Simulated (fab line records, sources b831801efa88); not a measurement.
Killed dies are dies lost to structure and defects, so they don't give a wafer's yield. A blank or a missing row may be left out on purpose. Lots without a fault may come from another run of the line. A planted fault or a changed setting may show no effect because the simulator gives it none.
One fault seen from 2 desks | flow gf180mcu | each desk has only its own numbers; what lay behind them comes last

THE METROLOGY DESK
What the gauges read, lot by lot, whatever tool the lot ran on: means of the sampled wafers that have a number. A lot is out of limits, marked OUT, if its mean lies more than 4 standard deviations from the usual mean; the brackets give that distance.
Columns: A = PSD_RS at GF_PSD_RS_MEAS_15, usual 108.44 ohm/sq; B = SAB_CVD_00_THK at GF_SAB_THK_MEAS_01, usual 50.1 nm; C = cd_nm at GF_SAB_CD_MEAS_09, usual 420.5 nm; D = SAB_OVL at GF_SAB_OVL_MEAS_10, usual -0.5 nm
lot  | first seen here | A      | B    | C     | D
L890 | day 17 21:48    | 108.60 | 51.0 | 419.8 | -1.2
L894 | day 19 04:10    | 108.30 | 50.5 | 424.0 | -1.7
L896 | day 19 14:23    | 108.47 | 49.4 | 422.0 | -0.2
L900 | day 21 03:04    | 108.80 | 49.9 | 421.7 | 1.8
L902 | day 21 23:16    | 108.44 | 50.5 | 421.7 | -0.7
L903 | day 22 02:08    | 108.47 | 49.8 | 415.3 | 0.8
This desk's finding: nothing out of limits on any of the 6 lots.

THE TOOL OWNER'S DESK: rie_diel-04
The tool's own readings at GF_SAB_ETCH_11 (etches SiO2 in C4F8/O2/Ar, target depth 55 nm, time 8.5 s): means of the sampled wafers that have a number, for each lot that ran on this tool. A lot is out of limits, marked OUT, if its mean lies more than 4 standard deviations from the usual mean; the brackets give that distance.
Columns: A = oes_product_au at GF_SAB_ETCH_11, usual 1.003 a.u.; B = rf_fwd_power_W at GF_SAB_ETCH_11, usual 1472 W
lot  | first seen here | A     | B
L890 | day 18 21:22    | 0.993 | 1468
L894 | day 20 05:05    | 0.986 | 1395 (-9.3) OUT
L896 | day 20 14:27    | 0.983 | 1394 (-9.5) OUT
This desk's finding: out of limits on L894, L896; first on L894, day 20 05:05 (rf_fwd_power_W at GF_SAB_ETCH_11). In limits: L890.

PUT TOGETHER
The tool owner's desk could have raised an alarm at day 20 05:05, on L894, L896.
The metrology desk saw nothing out of limits.
The metrology desk has L894, L896 on record, within its limits.
Of the lots named, all ran GF_SAB_ETCH_11 on rie_diel-04.

WHAT THE SIMULATOR HAD PUT IN
Process parameter drift: rie_diel-04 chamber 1, from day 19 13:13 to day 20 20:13, at GF_SAB_ETCH_11. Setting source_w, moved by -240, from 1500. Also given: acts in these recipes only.
Lots struck among those shown: L894, L896.
Hours from the fault's start to each desk's first reading out of limits: the tool owner's desk, 16.
